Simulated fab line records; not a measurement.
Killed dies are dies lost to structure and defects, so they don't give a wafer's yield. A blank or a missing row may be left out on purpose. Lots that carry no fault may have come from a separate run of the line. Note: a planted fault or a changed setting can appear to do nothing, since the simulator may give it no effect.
Check of tool commonality | flow sfq_line | 15 lots and 45 wafers in the sample

THE REASON FOR OPENING IT
Of 15 lots, 3 have the reading M8_AU_RS flagged at SFQ_M8_RS_MEAS_949. No-fault wafers: 0.1537 ohm/sq, standard deviation 0.002.
Rule: a lot is flagged in two cases, either no wafer of it has a number, or all its wafers with numbers fall more than 4 standard deviations from that mean. As for the other lots, they are considered sound.

lot  | measured     | on            | M8_AU_RS (ohm/sq), wafer by wafer | flag
L109 | day 70 13:04 | film_metro-01 | 0.1586 0.1549 0.1526              |
L110 | day 70 17:52 | film_metro-04 | 0.1547 0.1538 0.1552              |
L112 | day 71 13:49 | film_metro-02 | 0.1522 0.1548 0.1554              |
L114 | day 72 00:37 | film_metro-02 | 0.1558 0.1523 0.1531              |
L115 | day 72 04:15 | film_metro-01 | 0.1572 0.1507 0.1572              |
L117 | day 72 17:27 | film_metro-04 | 0.1252 0.1224 0.1256              | FLAGGED
L119 | day 73 04:20 | film_metro-01 | 0.1230 0.1232 0.1255              | FLAGGED
L121 | day 73 09:07 | film_metro-02 | 0.1248 0.1276 0.1245              | FLAGGED
L124 | day 74 01:11 | film_metro-01 | 0.1519 0.1536 0.1532              |
L125 | day 76 19:37 | film_metro-02 | 0.1556 0.1531 0.1576              |
L126 | day 77 05:20 | film_metro-02 | 0.1553 0.1544 0.1533              |
L127 | day 77 10:10 | film_metro-02 | 0.1529 0.1546 0.1547              |
L128 | day 77 11:20 | film_metro-02 | 0.1567 0.1570 0.1575              |
L129 | day 77 12:36 | film_metro-01 | 0.1505 0.1501 0.1524              |
L130 | day 77 17:22 | film_metro-04 | 0.1547 0.1547 0.1535              |
The mean of the flagged lots' numbers is 0.1246 ohm/sq, -0.0291 ohm/sq from the usual (-15 standard deviations).

TOOL THAT RAN EACH LOT
The record keeps 1 process step preceding the reading, out of 325 steps on the route. Read each cell as the tool, then ch plus the chambers that the sampled wafers visited, then the start.
lot  | flag    | SFQ_TRILAYER_M8_DEP_EVAP_196
L109 |         | pvd_sputter-01, day 70 12:32
L110 |         | pvd_sputter-02, day 70 17:20
L112 |         | pvd_sputter-02, day 71 13:17
L114 |         | pvd_sputter-02, day 72 00:05
L115 |         | pvd_sputter-01, day 72 03:41
L117 | FLAGGED | pvd_sputter-01, day 72 16:53
L119 | FLAGGED | pvd_sputter-01, day 73 03:47
L121 | FLAGGED | pvd_sputter-01, day 73 08:35
L124 |         | pvd_sputter-02, day 74 00:38
L125 |         | pvd_sputter-01, day 76 19:06
L126 |         | pvd_sputter-02, day 77 04:49
L127 |         | pvd_sputter-01, day 77 09:37
L128 |         | pvd_sputter-02, day 77 10:49
L129 |         | pvd_sputter-01, day 77 12:01
L130 |         | pvd_sputter-02, day 77 16:49
These steps, and what they do:
- SFQ_TRILAYER_M8_DEP_EVAP_196: material Au, target thk 180 nm, time 900 s.
- SFQ_M8_RS_MEAS_949: measures by four-point-probe.

FLAGGED AGAINST TOTAL, ONE TOOL AT A TIME (gauges that did the reading follow at the end)
step                         | tool           | lots run | flagged | share of the flagged lots | sound lots run after its first flagged lot
SFQ_TRILAYER_M8_DEP_EVAP_196 | pvd_sputter-01 | 8        | 3       | all                       | 3 (L125,L127,L129)
SFQ_TRILAYER_M8_DEP_EVAP_196 | pvd_sputter-02 | 7        | 0       | none                      | -
SFQ_M8_RS_MEAS_949           | film_metro-01  | 5        | 1       | some                      | 2 (L124,L129)
SFQ_M8_RS_MEAS_949           | film_metro-02  | 7        | 1       | some                      | 4 (L125,L126,L127,L128)
SFQ_M8_RS_MEAS_949           | film_metro-04  | 3        | 1       | some                      | 1 (L130)

WHAT THE TABLE PERMITS
1 row of the table ran every flagged lot: pvd_sputter-01 at SFQ_TRILAYER_M8_DEP_EVAP_196.
- pvd_sputter-01 at SFQ_TRILAYER_M8_DEP_EVAP_196 ran 8 lots, 3 of them flagged. After the first flagged lot (L125, L127, L129), sound lots still ran on it; a lasting fault on the whole tool would not permit that.
Not one row of the table ran every flagged lot while running no sound lot after the first.

WHAT HAD BEEN PUT IN BY THE SIMULATOR
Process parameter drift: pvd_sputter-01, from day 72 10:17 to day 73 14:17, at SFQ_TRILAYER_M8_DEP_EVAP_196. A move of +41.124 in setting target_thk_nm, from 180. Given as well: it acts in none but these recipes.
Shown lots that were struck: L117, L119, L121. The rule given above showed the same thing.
